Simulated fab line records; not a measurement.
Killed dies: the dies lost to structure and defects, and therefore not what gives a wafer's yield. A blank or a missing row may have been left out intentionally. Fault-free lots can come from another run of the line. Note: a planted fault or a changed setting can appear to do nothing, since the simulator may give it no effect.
What tool caused it? -- flow sky130 -- 42 wafers sampled from 14 lots at 1 step of a route of 708

WHAT THE GAUGES SHOWED, per wafer
SKY_VIA2_OVL_MEAS_13.
lot,measured,on,VIA2_OVL (nm)
L655,day 36 11:06,overlay-01,-6 -7 -3
L656,day 37 13:55,overlay-01,-4 3 7
L659,day 37 19:01,overlay-01,-3 -6 -7
L658,day 37 19:52,overlay-01,2 -1 3
L660,day 38 02:23,overlay-02,2 -1 11
L667,day 40 09:31,overlay-01,5 -1 1
L668,day 40 12:16,overlay-02,5 2 3
L670,day 41 11:28,overlay-02,5 -1 1
L671,day 41 13:22,overlay-02,-4 -4 -5
L672,day 41 14:37,overlay-01,6 8 5
L673,day 42 00:32,overlay-01,0 -14 -3
L675,day 42 08:31,overlay-01,3 -1 1
L677,day 44 02:17,overlay-01,-4 4 3
L678,day 44 04:04,overlay-02,-7 -8 -13

EACH LOT AND THE TOOL THAT RAN IT (in order: tool; ch and the chambers of the sampled wafers; start)
Before these readings, the record contains no process step.

WHAT THE TOOLS THEMSELVES READ (means of the sampled wafers that have a number; where no wafer has one, the mark that the record gives instead)
The record holds no such reading with a usual standard deviation.

THE ANSWER, worked out from the rows above alone
Rule: usual is defined by the lots themselves. The widest of any qualifying gaps counts: lots, ordered by their means at a reading, are off when they make up no more than a third of the lots, leave a main group of 4 or more, and stand apart from it by 3 or more times the standard deviation of that group's means. A main group is skipped when, at the precision printed for the reading in the tables above, its means are all equal. A lot without any number at a reading at which 4 lots or more have one is off too. The other lots that the step has rows for count as sound. The gauges are gone through in route order, then the tools' own readings, and for those a lot's mean is taken as printed above. The first step at which some lot is off is used, and at that step the reading that is off furthest; a lot without a number counts as furthest.
No lot is off on any of the readings shown, so nothing can be concluded from this.

WHAT WAS PUT IN BY THE SIMULATOR
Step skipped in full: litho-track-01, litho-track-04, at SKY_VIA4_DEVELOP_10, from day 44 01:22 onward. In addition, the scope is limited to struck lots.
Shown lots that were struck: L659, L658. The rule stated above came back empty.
